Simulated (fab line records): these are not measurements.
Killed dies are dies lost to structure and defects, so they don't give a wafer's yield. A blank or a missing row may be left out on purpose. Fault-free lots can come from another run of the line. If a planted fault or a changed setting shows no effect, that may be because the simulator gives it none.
Lot-split experiment | flow sfq line | route with 325 steps; 5 lots, 23 wafers read

== THE SPLIT ITSELF ==
At SFQ_TRILAYER_M0_LITHO_PEB_024 (peb time 60 s), the setting peb time s was moved away from the recipe's 60 s on 9 of the 23 wafers read, by -6.5% to +8.4%. The other wafers ran this setting at the recipe's value.

== FROM THE SPLIT TO THE READING: what the file shows between them, 2 steps ==
- SFQ_TRILAYER_M0_LITHO_DEVELOP_023: time 60 s
- SFQ_TRILAYER_M0_BARC_OPEN_METAL_ETCH_031: etches BARC in O2, target depth 125 nm, time 41.7 s

== THE READING ==
M0.cd nm (the simulator's own value, which no gauge read), in nm, at SFQ_TRILAYER_M0_ETCH_METAL_ETCH_024 (etches Nb in Cl2/Ar, stops on SiO2, target depth 240 nm, time 120 s). The file does not state a usual value for it. The 14 wafers here that ran the recipe average 499.8 nm, standard deviation 2 nm.

wafer  | tool, chamber at the split | peb time s as run, s | against the recipe | M0.cd nm, nm | against lot-mates on the recipe
L079.2 | litho track-04, 0          | 60                   | recipe             | 499.3        | -
L079.3 | litho track-04, 0          | 60                   | recipe             | 498.7        | -
L079.4 | litho track-04, 0          | 60                   | recipe             | 500.7        | -
L079.5 | litho track-04, 0          | 57.31                | -4.5%              | 506.8        | +7.2
L079.6 | litho track-04, 0          | 57.31                | -4.5%              | 506.1        | +6.5
L081.3 | litho track-04, 0          | 60                   | recipe             | 497.1        | -
L081.5 | litho track-04, 0          | 60                   | recipe             | 498.6        | -
L081.6 | litho track-04, 0          | 60                   | recipe             | 496.9        | -
L083.1 | litho track-02, 0          | 60                   | recipe             | 502.9        | -
L083.2 | litho track-02, 0          | 60                   | recipe             | 503.9        | -
L083.4 | litho track-02, 0          | 56.72                | -5.5%              | 511.3        | +8.6
L083.5 | litho track-02, 0          | 60                   | recipe             | 501.4        | -
L083.6 | litho track-02, 0          | 56.72                | -5.5%              | 511.7        | +9.0
L084.1 | litho track-02, 0          | 65.07                | +8.4%              | 489          | -9.7
L084.2 | litho track-02, 0          | 65.07                | +8.4%              | 491          | -7.7
L084.3 | litho track-02, 0          | 60                   | recipe             | 498.4        | -
L084.4 | litho track-02, 0          | 60                   | recipe             | 499          | -
L084.6 | litho track-02, 0          | 65.07                | +8.4%              | 489.7        | -9.0
L085.1 | litho track-02, 0          | 60                   | recipe             | 501.2        | -
L085.2 | litho track-02, 0          | 60                   | recipe             | 499.3        | -
L085.3 | litho track-02, 0          | 56.12                | -6.5%              | 511.5        | +11.6
L085.4 | litho track-02, 0          | 56.12                | -6.5%              | 508.9        | +9.0
L085.5 | litho track-02, 0          | 60                   | recipe             | 499.1        | -

THE FIT
A straight line over all 23 wafers: M0.cd nm changes by -1.43 nm for each +1% of peb time s; r = -0.95; the points scatter about the line by 2.1 nm.
The same after taking each lot's own level away (the mean of its wafers on the recipe; 23 wafers): -1.28 nm for each +1%; r = -0.97; scatter 1.3 nm.
The reading moves by 11 nm for the largest change in peb time s, on that fit.
Measured against the standard deviation above, the lots' own levels, which go from 497.53 to 502.73 nm, span 2.7 times it.
Hence the slope depends on the lot-to-lot level, as the two fits are not the same.
Check: with one of the wafers moved furthest among these (+8.4%) left out of the fit, the line predicts -10.2 nm for it against its lot-mates. Against them it came out at -9.7 nm.

== FURTHER SPLITS ON THESE WAFERS ==
Note: prior to the reading, these wafers also went through further splits. Each is held against what the fit with the lots' levels taken away leaves over:
other split on the same wafers                   | wafers away from the commonest value | r with M0.cd nm (lot level and that fit taken away)
SFQ_TRILAYER_INCOMING_OXIDATION_002 temp c       | 15                                   | +0.12
SFQ_TRILAYER_L0_LITHO_COAT_005 resist thk nm     | 10                                   | +0.01
SFQ_TRILAYER_L0_VIA_LITHO_COAT_013 resist thk nm | 8                                    | +0.06
SFQ_TRILAYER_L0_VIA_ETCH_VIA_ETCH_016 bias w     | 10                                   | -0.24
SFQ_TRILAYER_M0_LITHO_COAT_021 spin rpm          | 7                                    | -0.32

== THE WHOLE CHAIN: every reading that the file lists as answering this split, in the file's order ==
step                                     | what it does                                                        | reading                                                   | change (the file's fit)              | r (the file's)
SFQ_TRILAYER_M0_BARC_OPEN_METAL_ETCH_031 | etches BARC in O2, target depth 125 nm, time 41.7 s                 | M0.cd nm (the simulator's own value, which no gauge read) | -1.29 nm for each +1% of the setting | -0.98
SFQ_TRILAYER_M0_ETCH_METAL_ETCH_024      | etches Nb in Cl2/Ar, stops on SiO2, target depth 240 nm, time 120 s | M0.cd nm (the simulator's own value, which no gauge read) | -1.35 nm for each +1% of the setting | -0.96

== FILE'S OWN FIT ==
M0.cd nm changes by -1.35 nm for each +1% of peb time s, r = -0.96.
